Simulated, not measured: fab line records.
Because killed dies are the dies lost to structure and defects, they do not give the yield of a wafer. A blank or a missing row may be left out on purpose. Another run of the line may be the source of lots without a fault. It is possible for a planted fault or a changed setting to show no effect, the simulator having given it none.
What tool caused it?    flow sky130    33 wafers from 11 lots sampled at 3 of the route's 708 steps

## WHAT EACH GAUGE READ, for each wafer
SKY_VT_ADJUST_LVTN_TW_MEAS_10.
lot   measured      on             VT_ADJUST_LVTN_TW
L771  day 6 18:49   film_metro-03  244.5 244.9 245.6
L773  day 7 10:37   film_metro-03  247.4 246.5 247.3
L774  day 7 16:21   film_metro-03  247.2 247.5 247.8
L775  day 7 22:19   film_metro-01  243.4 244.9 243.6
L780  day 9 07:06   film_metro-01  243.3 244.8 243.9
L781  day 9 15:16   film_metro-03  245.4 245.7 246.6
L784  day 10 09:23  film_metro-03  247.5 247.8 247.6
L789  day 11 22:17  film_metro-03  302.6 302.8 302.3
L792  day 12 17:38  film_metro-03  301.0 302.0 301.2
L793  day 13 20:51  film_metro-03  244.4 245.5 245.5
L794  day 13 20:40  film_metro-02  241.7 240.4 242.4

## WHAT TOOL EACH LOT RAN ON (gives the tool, then ch and the chambers of the sampled wafers, and finally the start)
lot   SKY_FIELD_ISO_ETCH_15              SKY_VT_ADJUST_LVTN_IMPLANT_08
L771  rie_diel-02 ch 0,2,3, day 2 04:03  implanter-03 ch 0, day 6 18:35
L773  rie_diel-02 ch 0,1,2, day 2 15:39  implanter-02 ch 0, day 7 10:22
L774  rie_diel-02 ch 0,1,3, day 2 23:11  implanter-01 ch 0, day 7 16:08
L775  rie_diel-02 ch 1,3, day 3 02:06    implanter-02 ch 0, day 7 22:06
L780  rie_diel-01 ch 0,2,3, day 4 04:32  implanter-03 ch 0, day 9 06:51
L781  rie_diel-01 ch 2,3, day 4 09:33    implanter-02 ch 0, day 9 15:01
L784  rie_diel-01 ch 0,3, day 5 02:30    implanter-01 ch 0, day 10 09:08
L789  rie_diel-01 ch 0,2,3, day 6 01:59  implanter-02 ch 0, day 11 21:44
L792  rie_diel-01 ch 1,2,3, day 6 19:02  implanter-02 ch 0, day 12 17:04
L793  rie_diel-03 ch 0,3, day 7 16:35    implanter-02 ch 0, day 13 20:36
L794  rie_diel-01 ch 0,1,2, day 7 16:53  implanter-01 ch 0, day 13 20:25
- SKY_FIELD_ISO_ETCH_15: etches the open film in CHF3/O2, stops on Si, target depth 180 nm, time 72 s.
- SKY_VT_ADJUST_LVTN_IMPLANT_08

## AS READ BY THE TOOLS THEMSELVES (means over the sampled wafers that have a number; for cases with no such wafer, the mark the record gives instead)
SKY_FIELD_ISO_ETCH_15.
lot   tool         drypump_motor_current_A (A)  oes_product_au (a.u.)  throttle_valve_pct (%)
L771  rie_diel-02  5.9                          0.962                  8.847
L773  rie_diel-02  5.9                          0.955                  8.852
L774  rie_diel-02  6.0                          0.954                  8.846
L775  rie_diel-02  5.9                          0.967                  8.840
L780  rie_diel-01  5.9                          0.964                  8.849
L781  rie_diel-01  6.3                          0.953                  8.841
L784  rie_diel-01  5.8                          0.943                  8.846
L789  rie_diel-01  5.9                          0.962                  8.850
L792  rie_diel-01  6.3                          0.966                  8.847
L793  rie_diel-03  5.3                          0.962                  8.845
L794  rie_diel-01  6.1                          0.952                  8.846

SKY_VT_ADJUST_LVTN_IMPLANT_08.
lot   tool          beam_energy_keV
L771  implanter-03  30.011
L773  implanter-02  29.996
L774  implanter-01  30.006
L775  implanter-02  30.009
L780  implanter-03  29.992
L781  implanter-02  30.003
L784  implanter-01  30.001
L789  implanter-02  29.999
L792  implanter-02  30.006
L793  implanter-02  29.987
L794  implanter-01  29.996

## THE ANSWER, worked out from the rows above alone
Rule: what is usual is taken from the lots themselves. Put in order of their means at a reading, lots are off if they are a third of the lots or fewer, leave a main group of 4 or more, and stand apart from it by a gap of 3 or more times the standard deviation of the main group's means; of several such gaps the widest counts. If all means in a main group match to the digits the tables above print for the reading, that group is not used. A lot without any number at a reading at which 4 lots or more have one is off too. Where the step has rows for the other lots, those lots are counted as sound. Order of review: gauges by route order, followed by the tools' own readings, for which a lot's mean as printed above is used. The first step at which some lot is off is used, and at that step the reading that is off furthest; a lot without a number counts as furthest.
Off: L789, L792, seen at SKY_VT_ADJUST_LVTN_TW_MEAS_10 (VT_ADJUST_LVTN_TW). The main group: mean 245.3, standard deviation 1.9.
A tool fits if, at a process step before that reading, it ran every lot that is off, and no sound lot after the first of them. The gauges at SKY_VT_ADJUST_LVTN_TW_MEAS_10 are tried like those tools. Not one of the candidates tried fits.

## WHAT THE SIMULATOR PUT IN
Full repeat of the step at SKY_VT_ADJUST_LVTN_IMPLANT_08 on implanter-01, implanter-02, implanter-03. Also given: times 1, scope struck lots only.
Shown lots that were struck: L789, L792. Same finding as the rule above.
